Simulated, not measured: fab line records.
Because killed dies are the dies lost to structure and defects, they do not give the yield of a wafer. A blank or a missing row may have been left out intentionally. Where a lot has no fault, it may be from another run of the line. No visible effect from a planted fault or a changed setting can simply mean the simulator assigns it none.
A struck lot beside a sound one + flow sky130 + 38 steps out of a route of 708
Sound: wafers L422.3, L422.5, L422.6. Wafers struck: L427.3, L427.5, L427.6. The cause comes at the end.
Each step with rows lists, per side, the tool, then ch with its chambers, then its first start. Under that, the readings that differ: sound wafers + struck wafers + difference of the means + sigmas: that difference in standard deviations of wafers without a fault.
alike: a reading whose means differ by less than 2 such deviations, as well as words and numbers matching on both sides. not compared: withheld readings; readings where some wafer has no value; bounds like >300 that might hide an equal value; numbers whose values overlap and for which the record gives no deviation.
The two part at a step that has a row with sigmas, a row that says differs or no value, or rows on one side only. Numbers that don't overlap but have no deviation are shown without sigmas and don't part them. A reading missing from all wafers of one side parts the sides only when that side holds two or more wafers.

first, 10 steps without rows for these wafers: SKY_DNWELL_DEVELOP_06 (develop time 60 s); SKY_DNWELL_IMPLANT_07; SKY_DNWELL_STRIP_08 (strips in O2/N2); SKY_PWDE_DEHYDRATE_00 (time 60 s); SKY_PWDE_HMDS_01 (prime time 60 s); SKY_PWDE_COAT_02 (resist thk 3000 nm); SKY_PWDE_SOFTBAKE_03; SKY_PWDE_EXPOSE_04 (exposes mask PWDEM, target cd 840 nm); SKY_PWDE_PEB_05; SKY_PWDE_DEVELOP_06 (develop time 60 s).
SKY_PWDE_IMPLANT_08:
  sound on implanter-03 ch 0, day 8 05:20; struck on implanter-02 ch 0, day 9 03:22
| reading       | sound                         | struck                        | difference | sigmas |
|---------------|-------------------------------|-------------------------------|------------|--------|
| dose ions cm2 | 3.603e+12 3.603e+12 3.599e+12 | 3.554e+12 3.554e+12 3.552e+12 | -4.833e+10 | -13    |
then, 23 steps without rows for these wafers: SKY_PWDE_STRIP_09 (strips in O2/N2); SKY_NWELL_DEHYDRATE_03 (time 60 s); SKY_NWELL_HMDS_04 (prime time 60 s); SKY_NWELL_COAT_05 (resist thk 3000 nm); SKY_NWELL_SOFTBAKE_06; SKY_NWELL_EXPOSE_07 (exposes mask NWM, target cd 840 nm); SKY_NWELL_PEB_08; SKY_NWELL_DEVELOP_09 (develop time 60 s); SKY_NWELL_IMPLANT_11; SKY_NWELL_IMPLANT_12; SKY_NWELL_IMPLANT_13; SKY_NWELL_STRIP_14 (strips in O2/N2); SKY_NWELL_DEHYDRATE_16 (time 60 s); SKY_NWELL_HMDS_17 (prime time 60 s); SKY_NWELL_COAT_18 (resist thk 3000 nm); SKY_NWELL_SOFTBAKE_19; SKY_NWELL_EXPOSE_20 (exposes mask NWM COMPLEMENT, target cd 840 nm); SKY_NWELL_PEB_21; SKY_NWELL_DEVELOP_22 (develop time 60 s); SKY_NWELL_IMPLANT_24; SKY_NWELL_STRIP_25 (strips in O2/N2); SKY_NWELL_CLEAN_27 (cleans in SC1/SC2, time 150 s); SKY_NWELL_RTA_28 (time 30 s).
SKY_NWELL_RS_MEAS_31: uses a four-point probe to measure.
  struck on film metro-01, day 10 23:52; sound on film metro-02, day 10 01:22
| reading          | sound          | struck         | difference | sigmas |
|------------------|----------------|----------------|------------|--------|
| PWDE_RS (ohm/sq) | 5294 5257 5267 | 5340 5344 5331 | +66        | +4     |
-- the record jumps here: 28 days lie between the struck wafers' starts before and after (it left off in module NWELL and takes up again in module CONTACT, whose first step shown is number 422 of the route) --
SKY_CONTACT_ETCH_16: etches BARC in N2/H2, stops on SiO2, time 45.9 s, target depth 60 nm.
  sound on rie diel-04 ch 0,1,3, day 37 12:45; struck on rie diel-02 ch 0,2,3, day 38 12:35
| reading                  | sound             | struck            | difference | sigmas |
|--------------------------|-------------------|-------------------|------------|--------|
| model.CONTACT.cd nm (nm) | 168.7 168.6 169.7 | 168.5 167.9 167.2 | -1.1       |        |
  alike: drypump motor current A, oes product au, throttle valve pct
  not compared: rf hours counter h
SKY_CONTACT_ETCH_18: etches Si3N4 in CHF3/O2, stops on TiN, time 39 s, target depth 75 nm.
  sound: rie diel-04 ch 0,1,3; struck: rie diel-02 ch 0,2,3
  alike: drypump motor current A, oes product au, throttle valve pct
  not compared: rf hours counter h, model.CONTACT.cd nm
-- the record jumps here: 12 days lie between the struck wafers' starts before and after (it left off in module CONTACT and takes up again in module PAD_OPEN, whose first step shown is number 708 of the route) --
SKY_PAD_OPEN_PROBE_99:
  struck on prober-02, day 50 17:58; sound on prober-01, day 50 00:52
  alike: killed_at_M0_to_M3, killed_at_M4_up, killed at contacts, killed at front end, killed at other, killed dies, killed open, killed short
  not compared: model.etest.mcon chain.rc ohm

== WHERE THEY PART ==
Last at SKY_NWELL_RS_MEAS_31 as far as this record goes, first at SKY_PWDE_IMPLANT_08. Later steps at which nothing parts them and some readings are alike: SKY_CONTACT_ETCH_16, SKY_CONTACT_ETCH_18, SKY_PAD_OPEN_PROBE_99.

WHY: what had been put in by the simulator
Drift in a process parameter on implanter-02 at SKY_PWDE_IMPLANT_08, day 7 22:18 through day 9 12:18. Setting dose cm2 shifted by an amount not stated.
